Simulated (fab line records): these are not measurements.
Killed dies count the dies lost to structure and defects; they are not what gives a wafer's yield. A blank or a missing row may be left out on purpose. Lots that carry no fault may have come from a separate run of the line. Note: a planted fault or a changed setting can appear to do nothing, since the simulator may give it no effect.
The same fault as seen by 2 desks ; flow gf180mcu ; each desk has only its own numbers; what lay behind them comes last

FROM THE METROLOGY DESK
What the gauges read, lot by lot, whatever tool the lot ran on: means of the sampled wafers that have a number. If a lot's mean is further than 4 standard deviations from the usual mean, the lot is out of limits and carries the mark OUT (the distance appears in the brackets).
Columns: A = V5_OVL at GF_V5_OVL_MEAS_15, usual 0 nm; B = V5_W_RS at GF_V5_RS_MEAS_24, usual 0.326 ohm/sq; C = V5_W_THK at GF_V5_THK_MEAS_25, usual 346 nm
lot;first seen here;A;B;C
L974;day 27 00:03;-2;0.322;347
L975;day 27 09:30;-4;0.326;348
L982;day 29 14:00;5;0.322;347
L984;day 30 10:14;4;0.327;344
L996;day 33 08:58;1;0.327;344
L997;day 33 10:49;1;0.327;351
This desk's finding: nothing out of limits on any of the 6 lots.

TOOL OWNER'S DESK, pvd sputter-03
The tool's own readings at GF_TOP_METAL_SPUTTER_00 (material Ti, target thk 37.5 nm, time 150 s): means of the sampled wafers that have a number, for each lot that ran on this tool. If a lot's mean is further than 4 standard deviations from the usual mean, the lot is out of limits and carries the mark OUT (the distance appears in the brackets).
Columns: A = throttle valve pct at GF_TOP_METAL_SPUTTER_00, usual 29.9 %
lot;first seen here;A
L975;day 27 10:57;29.4
L982;day 29 15:27;30.3
L984;day 30 11:38;29.9
This desk's finding: nothing out of limits on any of the 3 lots.

TAKEN TOGETHER
From the metrology desk's view, nothing was out of limits.
Nothing out of limits was seen by the tool owner's desk.

WHAT WAS PUT IN BY THE SIMULATOR
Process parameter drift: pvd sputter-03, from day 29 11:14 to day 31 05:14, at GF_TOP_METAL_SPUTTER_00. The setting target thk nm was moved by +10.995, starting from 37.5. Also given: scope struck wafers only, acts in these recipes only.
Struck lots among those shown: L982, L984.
